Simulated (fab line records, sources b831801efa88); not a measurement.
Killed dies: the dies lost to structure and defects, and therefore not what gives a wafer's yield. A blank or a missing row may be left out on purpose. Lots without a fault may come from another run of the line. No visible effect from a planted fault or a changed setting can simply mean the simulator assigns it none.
fab line records / flow sky130
[record] lots = 13 wafers = 39 last_day = 50
route steps=708 shown FIELD_ISO@5 NWELL@63 VT_ADJUST_LVTN@105
lots with no fault: from the same line, run without faults
start_h: hours from the record's opening day to when the first of the lot's shown wafers began / wait_h: how many hours have passed since the lot's step before this one / " repeats the value in the row above / L1.1+2: several wafers, shown together as one row / - no value, or no start given / * or withheld: withheld / < > ~ a bound
route shown NAME@n: NAME is a module with steps in the file, n the number in the route of the first one / usual: average and standard deviation across the fault-free wafers / same: alike in all rows / chamber/n: place in a boat / sites: per-site readings / _std_site: their standard deviation / _edge_site: outer sites' mean less inner sites' / radius_mm: for every site, how far away it sits from the centre of the wafer / mask NAME#n: copy n / behind: tool/chamber where the wafer was last shaped / hold: why the lot was held/for how many hours/how that ended / device: the n, p or np transistor that did not switch / end of line: the tests these same wafers got at the end of their route / step lacking rows: just its recipe / killed: dies that structure and defects cost at the first sort, which is not the same as the wafer's yield / map: the dies of a wafer, with x for killed, . for not killed, _ for no die there
set.NAME: the setting the step ran with; set.NAME@STEP: the setting that earlier step ran with / model.NAME: the simulator's own value behind a step, which no gauge read
steps of the route over a sample of lots; a table a step, a row a wafer
services: a tool's chamber out of use, with start hour (start_h, from the record's first day; less than 0 if before it), hours out, and reason
[[steps]]
[step SKY_FIELD_ISO_THK_MEAS_04]
[recipe] reads = Si3N4_of_FIELD_ISO_CVD_03
[usual] FIELD_ISO_CVD_03_THK = 164.3/1.3
lot.wafer=L260.1 tool=film_metro-03 chamber=- start_h=14.83 wait_h=0.0 FIELD_ISO_CVD_03_THK[nm]=163.6
lot.wafer=L260.2 tool=film_metro-03 chamber=- start_h=14.83 wait_h=0.0 FIELD_ISO_CVD_03_THK[nm]=161.6
lot.wafer=L260.3 tool=film_metro-03 chamber=- start_h=14.83 wait_h=0.0 FIELD_ISO_CVD_03_THK[nm]=160.9
lot.wafer=L261.1 tool=film_metro-04 chamber=- start_h=19.13 wait_h=0.0 FIELD_ISO_CVD_03_THK[nm]=166.1
lot.wafer=L261.2 tool=film_metro-04 chamber=- start_h=19.13 wait_h=0.0 FIELD_ISO_CVD_03_THK[nm]=165.4
lot.wafer=L261.3 tool=film_metro-04 chamber=- start_h=19.13 wait_h=0.0 FIELD_ISO_CVD_03_THK[nm]=164.2
lot.wafer=L262.1 tool=film_metro-04 chamber=- start_h=28.76 wait_h=0.0 FIELD_ISO_CVD_03_THK[nm]=165.1
lot.wafer=L262.3 tool=film_metro-04 chamber=- start_h=28.76 wait_h=0.0 FIELD_ISO_CVD_03_THK[nm]=164.3
lot.wafer=L262.6 tool=film_metro-04 chamber=- start_h=28.76 wait_h=0.0 FIELD_ISO_CVD_03_THK[nm]=164.2
lot.wafer=L263.4 tool=film_metro-03 chamber=- start_h=28.79 wait_h=0.0 FIELD_ISO_CVD_03_THK[nm]=163.6
lot.wafer=L263.5 tool=film_metro-03 chamber=- start_h=28.79 wait_h=0.0 FIELD_ISO_CVD_03_THK[nm]=163.4
lot.wafer=L263.6 tool=film_metro-03 chamber=- start_h=28.79 wait_h=0.0 FIELD_ISO_CVD_03_THK[nm]=164.9
lot.wafer=L264.2 tool=film_metro-04 chamber=- start_h=41.76 wait_h=0.0 FIELD_ISO_CVD_03_THK[nm]=162.4
lot.wafer=L264.3 tool=film_metro-04 chamber=- start_h=41.76 wait_h=0.0 FIELD_ISO_CVD_03_THK[nm]=161.6
lot.wafer=L264.4 tool=film_metro-04 chamber=- start_h=41.76 wait_h=0.0 FIELD_ISO_CVD_03_THK[nm]=162.6
lot.wafer=L267.2 tool=film_metro-04 chamber=- start_h=51.11 wait_h=0.0 FIELD_ISO_CVD_03_THK[nm]=166.6
lot.wafer=L267.3 tool=film_metro-04 chamber=- start_h=51.11 wait_h=0.0 FIELD_ISO_CVD_03_THK[nm]=166.1
lot.wafer=L267.4 tool=film_metro-04 chamber=- start_h=51.11 wait_h=0.0 FIELD_ISO_CVD_03_THK[nm]=166.0
lot.wafer=L269.3 tool=film_metro-02 chamber=- start_h=59.72 wait_h=0.0 FIELD_ISO_CVD_03_THK[nm]=164.5
lot.wafer=L269.4 tool=film_metro-02 chamber=- start_h=59.72 wait_h=0.0 FIELD_ISO_CVD_03_THK[nm]=163.1
lot.wafer=L269.5 tool=film_metro-02 chamber=- start_h=59.72 wait_h=0.0 FIELD_ISO_CVD_03_THK[nm]=163.6
lot.wafer=L270.2 tool=film_metro-02 chamber=- start_h=69.32 wait_h=0.0 FIELD_ISO_CVD_03_THK[nm]=164.0
lot.wafer=L270.3 tool=film_metro-02 chamber=- start_h=69.32 wait_h=0.0 FIELD_ISO_CVD_03_THK[nm]=164.9
lot.wafer=L270.4 tool=film_metro-02 chamber=- start_h=69.32 wait_h=0.0 FIELD_ISO_CVD_03_THK[nm]=163.9
lot.wafer=L273.1 tool=film_metro-04 chamber=- start_h=82.47 wait_h=0.0 FIELD_ISO_CVD_03_THK[nm]=165.6
lot.wafer=L273.2 tool=film_metro-04 chamber=- start_h=82.47 wait_h=0.0 FIELD_ISO_CVD_03_THK[nm]=164.6
lot.wafer=L273.4 tool=film_metro-04 chamber=- start_h=82.47 wait_h=0.0 FIELD_ISO_CVD_03_THK[nm]=164.8
lot.wafer=L274.2 tool=film_metro-03 chamber=- start_h=89.19 wait_h=0.0 FIELD_ISO_CVD_03_THK[nm]=163.5
lot.wafer=L274.3 tool=film_metro-03 chamber=- start_h=89.19 wait_h=0.0 FIELD_ISO_CVD_03_THK[nm]=163.9
lot.wafer=L274.4 tool=film_metro-03 chamber=- start_h=89.19 wait_h=0.0 FIELD_ISO_CVD_03_THK[nm]=165.4
lot.wafer=L275.2 tool=film_metro-04 chamber=- start_h=89.19 wait_h=0.0 FIELD_ISO_CVD_03_THK[nm]=164.1
lot.wafer=L275.4 tool=film_metro-04 chamber=- start_h=89.19 wait_h=0.0 FIELD_ISO_CVD_03_THK[nm]=165.0
lot.wafer=L275.6 tool=film_metro-04 chamber=- start_h=89.19 wait_h=0.0 FIELD_ISO_CVD_03_THK[nm]=165.0
lot.wafer=L277.1 tool=film_metro-04 chamber=- start_h=102.62 wait_h=0.0 FIELD_ISO_CVD_03_THK[nm]=164.0
lot.wafer=L277.5 tool=film_metro-04 chamber=- start_h=102.62 wait_h=0.0 FIELD_ISO_CVD_03_THK[nm]=164.0
lot.wafer=L277.6 tool=film_metro-04 chamber=- start_h=102.62 wait_h=0.0 FIELD_ISO_CVD_03_THK[nm]=163.1
lot.wafer=L283.1 tool=film_metro-02 chamber=- start_h=128.48 wait_h=0.0 FIELD_ISO_CVD_03_THK[nm]=161.9
lot.wafer=L283.4 tool=film_metro-02 chamber=- start_h=128.48 wait_h=0.0 FIELD_ISO_CVD_03_THK[nm]=162.8
lot.wafer=L283.5 tool=film_metro-02 chamber=- start_h=128.48 wait_h=0.0 FIELD_ISO_CVD_03_THK[nm]=162.9
[step SKY_FIELD_ISO_STRIP_16]
[recipe] chemistry = O2/N2 power_w = 1400 pressure_mtorr = 1500 platen_temp_c = withheld o2_flow_sccm = 3000 n2_flow_sccm = 300 overash_fraction = 0.5
[usual] drypump_motor_current_A = 5.6/0.36 oes_product_au = 0.378/0.0048 strip_time_to_endpoint_s = 3.560/0.024
lot.wafer=L260.1 tool=plasma_asher-04 chamber=1 start_h=29.05 wait_h=0.0 drypump_motor_current_A=5.8 oes_product_au=0.378 rf_hours_counter_h=21 strip_time_to_endpoint_s=3.558
lot.wafer=L260.2 tool=plasma_asher-04 chamber=0 start_h=29.05 wait_h=0.0 drypump_motor_current_A=5.4 oes_product_au=0.379 rf_hours_counter_h=21 strip_time_to_endpoint_s=3.563
lot.wafer=L260.3 tool=plasma_asher-04 chamber=0 start_h=29.05 wait_h=0.0 drypump_motor_current_A=5.4 oes_product_au=0.381 rf_hours_counter_h=- strip_time_to_endpoint_s=3.544
lot.wafer=L261.1 tool=plasma_asher-04 chamber=0 start_h=33.64 wait_h=0.0 drypump_motor_current_A=5.4 oes_product_au=0.381 rf_hours_counter_h=22 strip_time_to_endpoint_s=3.579
lot.wafer=L261.2 tool=plasma_asher-04 chamber=1 start_h=33.64 wait_h=0.0 drypump_motor_current_A=5.8 oes_product_au=0.377 rf_hours_counter_h=22 strip_time_to_endpoint_s=3.560
lot.wafer=L261.3 tool=plasma_asher-04 chamber=1 start_h=33.64 wait_h=0.0 drypump_motor_current_A=5.8 oes_product_au=0.370 rf_hours_counter_h=- strip_time_to_endpoint_s=3.564
lot.wafer=L263.4 tool=plasma_asher-02 chamber=0 start_h=42.47 wait_h=0.1 drypump_motor_current_A=6.4 oes_product_au=0.383 rf_hours_counter_h=- strip_time_to_endpoint_s=3.594
lot.wafer=L263.5 tool=plasma_asher-02 chamber=0 start_h=42.47 wait_h=0.1 drypump_motor_current_A=6.4 oes_product_au=0.376 rf_hours_counter_h=- strip_time_to_endpoint_s=3.533
lot.wafer=L263.6 tool=plasma_asher-02 chamber=1 start_h=42.47 wait_h=0.1 drypump_motor_current_A=5.4 oes_product_au=0.381 rf_hours_counter_h=- strip_time_to_endpoint_s=3.553
lot.wafer=L262.1 tool=plasma_asher-01 chamber=0 start_h=42.70 wait_h=0.0 drypump_motor_current_A=5.4 oes_product_au=0.378 rf_hours_counter_h=36 strip_time_to_endpoint_s=3.569
lot.wafer=L262.3 tool=plasma_asher-01 chamber=1 start_h=42.70 wait_h=0.0 drypump_motor_current_A=5.3 oes_product_au=0.374 rf_hours_counter_h=- strip_time_to_endpoint_s=3.565
lot.wafer=L262.6 tool=plasma_asher-01 chamber=1 start_h=42.70 wait_h=0.0 drypump_motor_current_A=5.3 oes_product_au=0.375 rf_hours_counter_h=- strip_time_to_endpoint_s=3.584
lot.wafer=L264.2 tool=plasma_asher-04 chamber=1 start_h=56.13 wait_h=0.0 drypump_motor_current_A=5.8 oes_product_au=0.383 rf_hours_counter_h=24 strip_time_to_endpoint_s=3.573
lot.wafer=L264.3 tool=plasma_asher-04 chamber=0 start_h=56.13 wait_h=0.0 drypump_motor_current_A=5.4 oes_product_au=0.384 rf_hours_counter_h=- strip_time_to_endpoint_s=3.584
lot.wafer=L264.4 tool=plasma_asher-04 chamber=1 start_h=56.13 wait_h=0.0 drypump_motor_current_A=5.8 oes_product_au=0.376 rf_hours_counter_h=- strip_time_to_endpoint_s=3.520
lot.wafer=L267.2 tool=plasma_asher-04 chamber=0 start_h=65.38 wait_h=0.0 drypump_motor_current_A=5.4 oes_product_au=0.383 rf_hours_counter_h=25 strip_time_to_endpoint_s=3.578
lot.wafer=L267.3 tool=plasma_asher-04 chamber=0 start_h=65.38 wait_h=0.0 drypump_motor_current_A=5.4 oes_product_au=0.383 rf_hours_counter_h=- strip_time_to_endpoint_s=3.562
lot.wafer=L267.4 tool=plasma_asher-04 chamber=1 start_h=65.38 wait_h=0.0 drypump_motor_current_A=5.8 oes_product_au=0.381 rf_hours_counter_h=- strip_time_to_endpoint_s=3.567
lot.wafer=L269.3 tool=plasma_asher-04 chamber=0 start_h=74.19 wait_h=0.1 drypump_motor_current_A=5.4 oes_product_au=0.381 rf_hours_counter_h=- strip_time_to_endpoint_s=3.615
lot.wafer=L269.4 tool=plasma_asher-04 chamber=1 start_h=74.19 wait_h=0.1 drypump_motor_current_A=5.8 oes_product_au=0.386 rf_hours_counter_h=- strip_time_to_endpoint_s=3.516
lot.wafer=L269.5 tool=plasma_asher-04 chamber=0 start_h=74.19 wait_h=0.1 drypump_motor_current_A=5.4 oes_product_au=0.387 rf_hours_counter_h=- strip_time_to_endpoint_s=3.574
lot.wafer=L270.2 tool=plasma_asher-04 chamber=0 start_h=85.65 wait_h=0.0 drypump_motor_current_A=5.4 oes_product_au=0.373 rf_hours_counter_h=27 strip_time_to_endpoint_s=3.545
lot.wafer=L270.3 tool=plasma_asher-04 chamber=1 start_h=85.65 wait_h=0.0 drypump_motor_current_A=5.8 oes_product_au=0.378 rf_hours_counter_h=- strip_time_to_endpoint_s=3.527
lot.wafer=L270.4 tool=plasma_asher-04 chamber=0 start_h=85.65 wait_h=0.0 drypump_motor_current_A=5.4 oes_product_au=0.370 rf_hours_counter_h=- strip_time_to_endpoint_s=3.530
lot.wafer=L273.1 tool=plasma_asher-02 chamber=1 start_h=98.65 wait_h=0.0 drypump_motor_current_A=5.4 oes_product_au=0.375 rf_hours_counter_h=41 strip_time_to_endpoint_s=3.535
lot.wafer=L273.2 tool=plasma_asher-02 chamber=0 start_h=98.65 wait_h=0.0 drypump_motor_current_A=6.4 oes_product_au=0.378 rf_hours_counter_h=41 strip_time_to_endpoint_s=3.522
lot.wafer=L273.4 tool=plasma_asher-02 chamber=0 start_h=98.65 wait_h=0.0 drypump_motor_current_A=6.4 oes_product_au=0.383 rf_hours_counter_h=- strip_time_to_endpoint_s=3.560
lot.wafer=L274.2 tool=plasma_asher-01 chamber=1 start_h=104.90 wait_h=0.0 drypump_motor_current_A=5.3 oes_product_au=0.381 rf_hours_counter_h=42 strip_time_to_endpoint_s=3.577
lot.wafer=L274.3 tool=plasma_asher-01 chamber=0 start_h=104.90 wait_h=0.0 drypump_motor_current_A=5.4 oes_product_au=0.389 rf_hours_counter_h=- strip_time_to_endpoint_s=3.577
lot.wafer=L274.4 tool=plasma_asher-01 chamber=1 start_h=104.90 wait_h=0.0 drypump_motor_current_A=5.3 oes_product_au=0.378 rf_hours_counter_h=- strip_time_to_endpoint_s=3.582
lot.wafer=L275.2 tool=plasma_asher-01 chamber=1 start_h=105.38 wait_h=0.0 drypump_motor_current_A=5.3 oes_product_au=0.372 rf_hours_counter_h=42 strip_time_to_endpoint_s=3.533
lot.wafer=L275.4 tool=plasma_asher-01 chamber=1 start_h=105.38 wait_h=0.0 drypump_motor_current_A=5.3 oes_product_au=0.374 rf_hours_counter_h=- strip_time_to_endpoint_s=3.532
lot.wafer=L275.6 tool=plasma_asher-01 chamber=0 start_h=105.38 wait_h=0.0 drypump_motor_current_A=5.4 oes_product_au=0.375 rf_hours_counter_h=- strip_time_to_endpoint_s=3.531
lot.wafer=L277.1 tool=plasma_asher-01 chamber=1 start_h=118.88 wait_h=0.0 drypump_motor_current_A=5.3 oes_product_au=0.384 rf_hours_counter_h=0 strip_time_to_endpoint_s=3.563
lot.wafer=L277.5 tool=plasma_asher-01 chamber=1 start_h=118.88 wait_h=0.0 drypump_motor_current_A=5.3 oes_product_au=0.391 rf_hours_counter_h=- strip_time_to_endpoint_s=3.522
lot.wafer=L277.6 tool=plasma_asher-01 chamber=0 start_h=118.88 wait_h=0.0 drypump_motor_current_A=5.3 oes_product_au=0.376 rf_hours_counter_h=- strip_time_to_endpoint_s=3.557
lot.wafer=L283.1 tool=plasma_asher-02 chamber=0 start_h=148.30 wait_h=0.0 drypump_motor_current_A=6.4 oes_product_au=0.379 rf_hours_counter_h=46 strip_time_to_endpoint_s=3.575
lot.wafer=L283.4 tool=plasma_asher-02 chamber=1 start_h=148.30 wait_h=0.0 drypump_motor_current_A=5.4 oes_product_au=0.376 rf_hours_counter_h=- strip_time_to_endpoint_s=3.570
lot.wafer=L283.5 tool=plasma_asher-02 chamber=1 start_h=148.30 wait_h=0.0 drypump_motor_current_A=5.4 oes_product_au=0.377 rf_hours_counter_h=- strip_time_to_endpoint_s=3.597
[step SKY_NWELL_OVL_MEAS_10]
[usual] NWELL_00_OVL = 0.2/1.5
lot.wafer=L260.1 tool=overlay-02 chamber=- start_h=97.88 wait_h=- NWELL_00_OVL[nm]=-1.7
lot.wafer=L260.2 tool=overlay-02 chamber=- start_h=97.88 wait_h=- NWELL_00_OVL[nm]=-0.7
lot.wafer=L260.3 tool=overlay-02 chamber=- start_h=97.88 wait_h=- NWELL_00_OVL[nm]=0.7
lot.wafer=L261.1 tool=overlay-01 chamber=- start_h=109.71 wait_h=- NWELL_00_OVL[nm]=-2.1
lot.wafer=L261.2 tool=overlay-01 chamber=- start_h=109.71 wait_h=- NWELL_00_OVL[nm]=-2.7
lot.wafer=L261.3 tool=overlay-01 chamber=- start_h=109.71 wait_h=- NWELL_00_OVL[nm]=-1.7
lot.wafer=L262.1 tool=overlay-02 chamber=- start_h=110.06 wait_h=- NWELL_00_OVL[nm]=2.1
lot.wafer=L262.3 tool=overlay-02 chamber=- start_h=110.06 wait_h=- NWELL_00_OVL[nm]=0.4
lot.wafer=L262.6 tool=overlay-02 chamber=- start_h=110.06 wait_h=- NWELL_00_OVL[nm]=-1.0
lot.wafer=L263.4 tool=overlay-02 chamber=- start_h=110.70 wait_h=- NWELL_00_OVL[nm]=-1.4
lot.wafer=L263.5 tool=overlay-02 chamber=- start_h=110.70 wait_h=- NWELL_00_OVL[nm]=-0.6
lot.wafer=L263.6 tool=overlay-02 chamber=- start_h=110.70 wait_h=- NWELL_00_OVL[nm]=-2.6
lot.wafer=L264.2 tool=overlay-02 chamber=- start_h=122.22 wait_h=- NWELL_00_OVL[nm]=0.9
lot.wafer=L264.3 tool=overlay-02 chamber=- start_h=122.22 wait_h=- NWELL_00_OVL[nm]=-0.9
lot.wafer=L264.4 tool=overlay-02 chamber=- start_h=122.22 wait_h=- NWELL_00_OVL[nm]=1.2
lot.wafer=L267.2 tool=overlay-01 chamber=- start_h=135.22 wait_h=- NWELL_00_OVL[nm]=-0.4
lot.wafer=L267.3 tool=overlay-01 chamber=- start_h=135.22 wait_h=- NWELL_00_OVL[nm]=2.2
lot.wafer=L267.4 tool=overlay-01 chamber=- start_h=135.22 wait_h=- NWELL_00_OVL[nm]=-1.5
lot.wafer=L269.3 tool=overlay-01 chamber=- start_h=146.50 wait_h=- NWELL_00_OVL[nm]=0.6
lot.wafer=L269.4 tool=overlay-01 chamber=- start_h=146.50 wait_h=- NWELL_00_OVL[nm]=0.4
lot.wafer=L269.5 tool=overlay-01 chamber=- start_h=146.50 wait_h=- NWELL_00_OVL[nm]=0.9
lot.wafer=L270.2 tool=overlay-01 chamber=- start_h=164.82 wait_h=- NWELL_00_OVL[nm]=3.2
lot.wafer=L270.3 tool=overlay-01 chamber=- start_h=164.82 wait_h=- NWELL_00_OVL[nm]=1.5
lot.wafer=L270.4 tool=overlay-01 chamber=- start_h=164.82 wait_h=- NWELL_00_OVL[nm]=1.0
lot.wafer=L273.1 tool=overlay-01 chamber=- start_h=172.83 wait_h=- NWELL_00_OVL[nm]=0.6
lot.wafer=L273.2 tool=overlay-01 chamber=- start_h=172.83 wait_h=- NWELL_00_OVL[nm]=0.2
lot.wafer=L273.4 tool=overlay-01 chamber=- start_h=172.83 wait_h=- NWELL_00_OVL[nm]=0.3
lot.wafer=L274.2 tool=overlay-01 chamber=- start_h=176.29 wait_h=- NWELL_00_OVL[nm]=1.8
lot.wafer=L274.3 tool=overlay-01 chamber=- start_h=176.29 wait_h=- NWELL_00_OVL[nm]=2.0
lot.wafer=L274.4 tool=overlay-01 chamber=- start_h=176.29 wait_h=- NWELL_00_OVL[nm]=3.2
lot.wafer=L275.2 tool=overlay-02 chamber=- start_h=177.02 wait_h=- NWELL_00_OVL[nm]=0.6
lot.wafer=L275.4 tool=overlay-02 chamber=- start_h=177.02 wait_h=- NWELL_00_OVL[nm]=1.2
lot.wafer=L275.6 tool=overlay-02 chamber=- start_h=177.02 wait_h=- NWELL_00_OVL[nm]=0.9
lot.wafer=L277.1 tool=overlay-02 chamber=- start_h=185.33 wait_h=- NWELL_00_OVL[nm]=1.2
lot.wafer=L277.5 tool=overlay-02 chamber=- start_h=185.33 wait_h=- NWELL_00_OVL[nm]=1.1
lot.wafer=L277.6 tool=overlay-02 chamber=- start_h=185.33 wait_h=- NWELL_00_OVL[nm]=-1.4
lot.wafer=L283.1 tool=overlay-01 chamber=- start_h=223.31 wait_h=- NWELL_00_OVL[nm]=0.7
lot.wafer=L283.4 tool=overlay-01 chamber=- start_h=223.31 wait_h=- NWELL_00_OVL[nm]=1.0
lot.wafer=L283.5 tool=overlay-01 chamber=- start_h=223.31 wait_h=- NWELL_00_OVL[nm]=-1.1
[step SKY_VT_ADJUST_LVTN_IMPLANT_08]
[recipe] species = B energy_kev = 30 dose_cm2 = 1.57e+12 tilt_deg = withheld
lot.wafer=L260.1+2+3 tool=implanter-03 chamber=0 start_h=152.02 wait_h=0.0
lot.wafer=L261.1+2+3 tool=implanter-01 chamber=0 start_h=166.95 wait_h=0.0
lot.wafer=L262.1+3+6 tool=implanter-01 chamber=0 start_h=168.22 wait_h=0.0
lot.wafer=L263.4+5+6 tool=implanter-02 chamber=0 start_h=169.17 wait_h=0.1
lot.wafer=L264.2+3+4 tool=implanter-03 chamber=0 start_h=182.33 wait_h=0.0
lot.wafer=L267.2+3+4 tool=implanter-03 chamber=0 start_h=196.70 wait_h=0.0
lot.wafer=L269.3+4+5 tool=implanter-01 chamber=0 start_h=208.90 wait_h=0.1
lot.wafer=L270.2+3+4 tool=implanter-03 chamber=0 start_h=229.67 wait_h=0.0
lot.wafer=L273.1+2+4 tool=implanter-02 chamber=0 start_h=239.60 wait_h=0.0
lot.wafer=L274.2+3+4 tool=implanter-01 chamber=0 start_h=244.15 wait_h=0.0
lot.wafer=L275.2+4+6 tool=implanter-03 chamber=0 start_h=245.02 wait_h=0.0
lot.wafer=L277.1+5+6 tool=implanter-01 chamber=0 start_h=254.20 wait_h=0.0
lot.wafer=L283.1+4+5 tool=implanter-02 chamber=0 start_h=296.80 wait_h=0.0
[step SKY_VT_ADJUST_LVTN_TW_MEAS_10]
[usual] VT_ADJUST_LVTN_TW = 237.2/1.2
lot.wafer=L260.1 tool=film_metro-01 chamber=- start_h=152.27 wait_h=0.1 VT_ADJUST_LVTN_TW=237.9
lot.wafer=L260.2 tool=film_metro-01 chamber=- start_h=152.27 wait_h=0.1 VT_ADJUST_LVTN_TW=236.8
lot.wafer=L260.3 tool=film_metro-01 chamber=- start_h=152.27 wait_h=0.1 VT_ADJUST_LVTN_TW=236.0
lot.wafer=L261.1 tool=film_metro-02 chamber=- start_h=167.20 wait_h=0.1 VT_ADJUST_LVTN_TW=235.5
lot.wafer=L261.2 tool=film_metro-02 chamber=- start_h=167.20 wait_h=0.1 VT_ADJUST_LVTN_TW=236.1
lot.wafer=L261.3 tool=film_metro-02 chamber=- start_h=167.20 wait_h=0.1 VT_ADJUST_LVTN_TW=236.5
lot.wafer=L262.1 tool=film_metro-01 chamber=- start_h=168.47 wait_h=0.1 VT_ADJUST_LVTN_TW=236.3
lot.wafer=L262.3 tool=film_metro-01 chamber=- start_h=168.47 wait_h=0.1 VT_ADJUST_LVTN_TW=237.9
lot.wafer=L262.6 tool=film_metro-01 chamber=- start_h=168.47 wait_h=0.1 VT_ADJUST_LVTN_TW=236.4
lot.wafer=L263.4 tool=film_metro-01 chamber=- start_h=169.38 wait_h=0.1 VT_ADJUST_LVTN_TW=237.8
lot.wafer=L263.5 tool=film_metro-01 chamber=- start_h=169.38 wait_h=0.1 VT_ADJUST_LVTN_TW=237.7
lot.wafer=L263.6 tool=film_metro-01 chamber=- start_h=169.38 wait_h=0.1 VT_ADJUST_LVTN_TW=237.4
lot.wafer=L264.2 tool=film_metro-03 chamber=- start_h=182.56 wait_h=0.1 VT_ADJUST_LVTN_TW=239.3
lot.wafer=L264.3 tool=film_metro-03 chamber=- start_h=182.56 wait_h=0.1 VT_ADJUST_LVTN_TW=237.0
lot.wafer=L264.4 tool=film_metro-03 chamber=- start_h=182.56 wait_h=0.1 VT_ADJUST_LVTN_TW=238.7
lot.wafer=L267.2 tool=film_metro-02 chamber=- start_h=196.93 wait_h=0.1 VT_ADJUST_LVTN_TW=236.6
lot.wafer=L267.3 tool=film_metro-02 chamber=- start_h=196.93 wait_h=0.1 VT_ADJUST_LVTN_TW=235.2
lot.wafer=L267.4 tool=film_metro-02 chamber=- start_h=196.93 wait_h=0.1 VT_ADJUST_LVTN_TW=235.7
lot.wafer=L269.3 tool=film_metro-01 chamber=- start_h=209.12 wait_h=0.1 VT_ADJUST_LVTN_TW=237.7
lot.wafer=L269.4 tool=film_metro-01 chamber=- start_h=209.12 wait_h=0.1 VT_ADJUST_LVTN_TW=236.6
lot.wafer=L269.5 tool=film_metro-01 chamber=- start_h=209.12 wait_h=0.1 VT_ADJUST_LVTN_TW=237.1
lot.wafer=L270.2 tool=film_metro-02 chamber=- start_h=229.91 wait_h=0.1 VT_ADJUST_LVTN_TW=235.6
lot.wafer=L270.3 tool=film_metro-02 chamber=- start_h=229.91 wait_h=0.1 VT_ADJUST_LVTN_TW=236.3
lot.wafer=L270.4 tool=film_metro-02 chamber=- start_h=229.91 wait_h=0.1 VT_ADJUST_LVTN_TW=236.7
lot.wafer=L273.1 tool=film_metro-03 chamber=- start_h=239.85 wait_h=0.1 VT_ADJUST_LVTN_TW=237.3
lot.wafer=L273.2 tool=film_metro-03 chamber=- start_h=239.85 wait_h=0.1 VT_ADJUST_LVTN_TW=238.6
lot.wafer=L273.4 tool=film_metro-03 chamber=- start_h=239.85 wait_h=0.1 VT_ADJUST_LVTN_TW=239.0
lot.wafer=L274.2 tool=film_metro-03 chamber=- start_h=244.38 wait_h=0.1 VT_ADJUST_LVTN_TW=237.9
lot.wafer=L274.3 tool=film_metro-03 chamber=- start_h=244.38 wait_h=0.1 VT_ADJUST_LVTN_TW=236.0
lot.wafer=L274.4 tool=film_metro-03 chamber=- start_h=244.38 wait_h=0.1 VT_ADJUST_LVTN_TW=237.4
lot.wafer=L275.2 tool=film_metro-03 chamber=- start_h=245.26 wait_h=0.1 VT_ADJUST_LVTN_TW=230.1
lot.wafer=L275.4 tool=film_metro-03 chamber=- start_h=245.26 wait_h=0.1 VT_ADJUST_LVTN_TW=238.5
lot.wafer=L275.6 tool=film_metro-03 chamber=- start_h=245.26 wait_h=0.1 VT_ADJUST_LVTN_TW=238.2
lot.wafer=L277.1 tool=film_metro-02 chamber=- start_h=254.45 wait_h=0.1 VT_ADJUST_LVTN_TW=235.2
lot.wafer=L277.5 tool=film_metro-02 chamber=- start_h=254.45 wait_h=0.1 VT_ADJUST_LVTN_TW=236.0
lot.wafer=L277.6 tool=film_metro-02 chamber=- start_h=254.45 wait_h=0.1 VT_ADJUST_LVTN_TW=234.7
lot.wafer=L283.1 tool=film_metro-02 chamber=- start_h=297.05 wait_h=0.1 VT_ADJUST_LVTN_TW=235.9
lot.wafer=L283.4 tool=film_metro-02 chamber=- start_h=297.05 wait_h=0.1 VT_ADJUST_LVTN_TW=235.9
lot.wafer=L283.5 tool=film_metro-02 chamber=- start_h=297.05 wait_h=0.1 VT_ADJUST_LVTN_TW=236.0
[[services]]
tool=implanter-02 chamber=- start_h=20.96 hours=5.0 kind=repair
tool=implanter-03 chamber=- start_h=28.13 hours=6.9 kind=repair
tool=implanter-02 chamber=- start_h=31.41 hours=2.7 kind=repair
tool=implanter-03 chamber=- start_h=58.17 hours=3.0 kind=pm
tool=implanter-02 chamber=- start_h=58.32 hours=0.6 kind=repair
tool=implanter-01 chamber=- start_h=74.66 hours=2.7 kind=repair
tool=implanter-01 chamber=- start_h=92.36 hours=2.0 kind=repair
tool=implanter-01 chamber=- start_h=100.03 hours=4.8 kind=repair
tool=implanter-03 chamber=- start_h=105.98 hours=2.2 kind=repair
tool=plasma_asher-01 chamber=- start_h=108.75 hours=9.0 kind=pm
tool=plasma_asher-01 chamber=0 start_h=108.75 hours=9.0 kind=vent_cycle
tool=plasma_asher-01 chamber=1 start_h=108.75 hours=9.0 kind=vent_cycle
tool=plasma_asher-01 chamber=0 start_h=117.75 hours=- kind=clean
tool=plasma_asher-01 chamber=1 start_h=117.75 hours=- kind=clean
tool=implanter-02 chamber=- start_h=121.50 hours=6.2 kind=pm
tool=implanter-02 chamber=- start_h=130.06 hours=3.0 kind=repair
tool=plasma_asher-01 chamber=- start_h=186.65 hours=1.4 kind=repair
tool=plasma_asher-02 chamber=- start_h=195.14 hours=12.6 kind=repair
tool=implanter-02 chamber=- start_h=207.17 hours=0.7 kind=repair
tool=plasma_asher-04 chamber=- start_h=242.65 hours=4.0 kind=pm
tool=implanter-01 chamber=- start_h=263.70 hours=150.8 kind=pm
tool=implanter-03 chamber=- start_h=283.46 hours=12.4 kind=pm
[[key]]
[first_sign] step = SKY_VT_ADJUST_LVTN_TW_MEAS_10 reading = VT_ADJUST_LVTN_TW direction = down sigmas = 5.9 usual = 237.2 struck = 230.1
effect none on later readings
met_at SKY_VT_ADJUST_LVTN_IMPLANT_08
struck_lots L275
struck_wafers L275.2
tester_left_out L275
not_acting_at SKY_FIELD_ISO_THK_MEAS_04,SKY_FIELD_ISO_STRIP_16,SKY_NWELL_OVL_MEAS_10
onset_between 229.67 245.02
[fault] kind = process_parameter_drift tool = implanter-03 chamber = - onset_h = 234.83 steps = SKY_VT_ADJUST_LVTN_IMPLANT_08 channel = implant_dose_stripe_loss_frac offset = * shape = step end_h = 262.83 scope = struck_wafers_only
// tester_left_out: of these lots the tester's yield and bins aren't shown, on N5 and GAA mostly nor the transistor test; their killed dies are dies lost to structure and defects alone, not to doping, threshold or leakage, so they don't give the yield
